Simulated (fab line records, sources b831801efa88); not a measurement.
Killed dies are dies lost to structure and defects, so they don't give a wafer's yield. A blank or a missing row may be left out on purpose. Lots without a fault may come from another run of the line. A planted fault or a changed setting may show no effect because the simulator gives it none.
Which tool did it? | flow gf180mcu | 11 lots, 33 wafers sampled, at 5 steps of a route of 602

WHAT THE GAUGES READ, wafer by wafer
GF_V3_CD_MEAS_14: target cd 260 nm.
lot  | measured     | on        | cd_nm (nm)
L590 | day 22 04:00 | cd_sem-02 | 259.9 261.3 260.5
L592 | day 23 00:04 | cd_sem-02 | 260.8 261.1 260.1
L594 | day 24 00:25 | cd_sem-02 | 260.1 260.2 260.0
L596 | day 24 22:28 | cd_sem-02 | 259.3 260.4 259.0
L597 | day 25 03:38 | cd_sem-02 | 257.7 259.9 258.0
L598 | day 25 20:37 | cd_sem-02 | 259.8 261.5 260.4
L600 | day 26 02:52 | cd_sem-01 | 258.9 257.7 258.2
L601 | day 26 07:28 | cd_sem-01 | 259.6 261.0 259.9
L603 | day 26 22:20 | cd_sem-01 | 260.6 261.1 260.6
L604 | day 27 07:19 | cd_sem-01 | 260.9 260.1 259.6
L605 | day 27 15:00 | cd_sem-02 | 260.5 261.0 259.6

GF_V3_RS_MEAS_24: measures by four-point-probe.
lot  | measured     | on            | V3_W_RS (ohm/sq)
L590 | day 22 05:04 | film_metro-04 | 0.324 0.327 0.324
L592 | day 23 01:06 | film_metro-04 | 0.323 0.326 0.325
L594 | day 24 01:26 | film_metro-04 | 0.327 0.329 0.324
L596 | day 24 23:32 | film_metro-04 | 0.324 0.323 0.322
L597 | day 25 04:40 | film_metro-03 | 0.327 0.328 0.324
L598 | day 25 21:50 | film_metro-03 | 0.322 0.331 0.325
L600 | day 26 03:54 | film_metro-03 | 0.329 0.331 0.331
L601 | day 26 08:30 | film_metro-04 | 0.331 0.332 0.334
L603 | day 26 23:22 | film_metro-04 | 0.330 0.329 0.329
L604 | day 27 08:20 | film_metro-04 | 0.295 0.324 0.302 0.295 0.324 0.301
L605 | day 27 16:04 | film_metro-03 | 0.303 0.308 0.331 0.303 0.308 0.330

GF_V3_THK_MEAS_25: measures by xrf.
lot  | measured     | on            | V3_W_THK (nm)
L590 | day 22 05:11 | film_metro-04 | 360 356 360
L592 | day 23 01:12 | film_metro-04 | 358 357 356
L594 | day 24 01:33 | film_metro-04 | 354 354 359
L596 | day 24 23:39 | film_metro-04 | 359 359 363
L597 | day 25 04:46 | film_metro-03 | 343 345 348
L598 | day 25 21:57 | film_metro-03 | 351 339 347
L600 | day 26 04:01 | film_metro-03 | 344 343 343
L601 | day 26 08:37 | film_metro-04 | 350 349 349
L603 | day 26 23:28 | film_metro-04 | 352 354 352
L604 | day 27 12:08 | film_metro-04 | 391 357 380 392 359 381
L605 | day 28 02:01 | film_metro-03 | 377 367 343 375 371 345

WHICH TOOL RAN EACH LOT (tool, then ch and the chambers of the sampled wafers, then the start)
lot  | GF_M3_SPUTTER_01             | GF_V3_CVD_23
L590 | pvd_sputter-01, day 20 02:59 | cvd_w-02 ch 0,1, day 22 04:57
L592 | pvd_sputter-02, day 20 22:43 | cvd_w-01 ch 0,1, day 23 00:59
L594 | pvd_sputter-02, day 21 22:49 | cvd_w-02 ch 0,1, day 24 01:19
L596 | pvd_sputter-01, day 22 23:10 | cvd_w-02 ch 0,1, day 24 23:25
L597 | pvd_sputter-01, day 23 05:23 | cvd_w-01 ch 0,1, day 25 04:34
L598 | pvd_sputter-01, day 23 23:01 | cvd_w-01 ch 0, day 25 21:38
L600 | pvd_sputter-01, day 24 05:14 | cvd_w-01 ch 0,1, day 26 03:46
L601 | pvd_sputter-03, day 24 12:20 | cvd_w-01 ch 0,1, day 26 08:23
L603 | pvd_sputter-03, day 25 03:02 | cvd_w-01 ch 0,1, day 26 23:14
L604 | pvd_sputter-01, day 25 12:32 | cvd_w-01 ch 0,1, day 27 08:14
L605 | pvd_sputter-03, day 25 20:19 | cvd_w-01 ch 0,1, day 27 15:57
- GF_M3_SPUTTER_01: material TiN, target thk 30 nm, time 25 s.
- GF_V3_CVD_23: deposits W, target thk 350 nm, time 104.9 s.

WHAT THE TOOLS THEMSELVES READ (means of the sampled wafers that have a number; where no wafer has one, the mark that the record gives instead)
GF_M3_SPUTTER_01.
lot  | tool           | throttle_valve_pct (%)
L590 | pvd_sputter-01 | 30.0
L592 | pvd_sputter-02 | 30.8
L594 | pvd_sputter-02 | 30.8
L596 | pvd_sputter-01 | 30.3
L597 | pvd_sputter-01 | 30.9
L598 | pvd_sputter-01 | 29.7
L600 | pvd_sputter-01 | 31.0
L601 | pvd_sputter-03 | 30.3
L603 | pvd_sputter-03 | 30.4
L604 | pvd_sputter-01 | 29.7
L605 | pvd_sputter-03 | 30.2

GF_V3_CVD_23.
lot  | tool     | heater_power_w (W)
L590 | cvd_w-02 | 790
L592 | cvd_w-01 | 1004
L594 | cvd_w-02 | 885
L596 | cvd_w-02 | 784
L597 | cvd_w-01 | 1047
L598 | cvd_w-01 | 1086
L600 | cvd_w-01 | 1043
L601 | cvd_w-01 | 1008
L603 | cvd_w-01 | 1038
L604 | cvd_w-01 | 1029
L605 | cvd_w-01 | 1022

THE ANSWER, worked out from the rows above alone
Rule: what is usual is taken from the lots themselves. Put in order of their means at a reading, lots are off if they are a third of the lots or fewer, leave a main group of 4 or more, and stand apart from it by a gap of 3 or more times the standard deviation of the main group's means; of several such gaps the widest counts. A main group whose means are all the same, to the digits that the tables above print for the reading, isn't used. A lot without any number at a reading at which 4 lots or more have one is off too. The other lots that the step has rows for count as sound. The gauges are gone through in route order, then the tools' own readings, and for those a lot's mean is taken as printed above. The first step at which some lot is off is used, and at that step the reading that is off furthest; a lot without a number counts as furthest.
Off: L604, L605, at GF_V3_RS_MEAS_24 (V3_W_RS). The main group: mean 0.327 ohm/sq, standard deviation 0.0028.
A tool fits if, at a process step before that reading, it ran every lot that is off, and no sound lot after the first of them. The gauges at GF_V3_RS_MEAS_24 are tried like those tools. One fits: cvd_w-01 at GF_V3_CVD_23. Its last sound lot is L603 (day 26 23:14), its first lot that is off L604 (day 27 08:14): a fault that began between those two fits.

WHAT THE SIMULATOR HAD PUT IN
Process parameter drift: cvd_w-01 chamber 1, from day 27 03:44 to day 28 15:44, at GF_V3_CVD_23. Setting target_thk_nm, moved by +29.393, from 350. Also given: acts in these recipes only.
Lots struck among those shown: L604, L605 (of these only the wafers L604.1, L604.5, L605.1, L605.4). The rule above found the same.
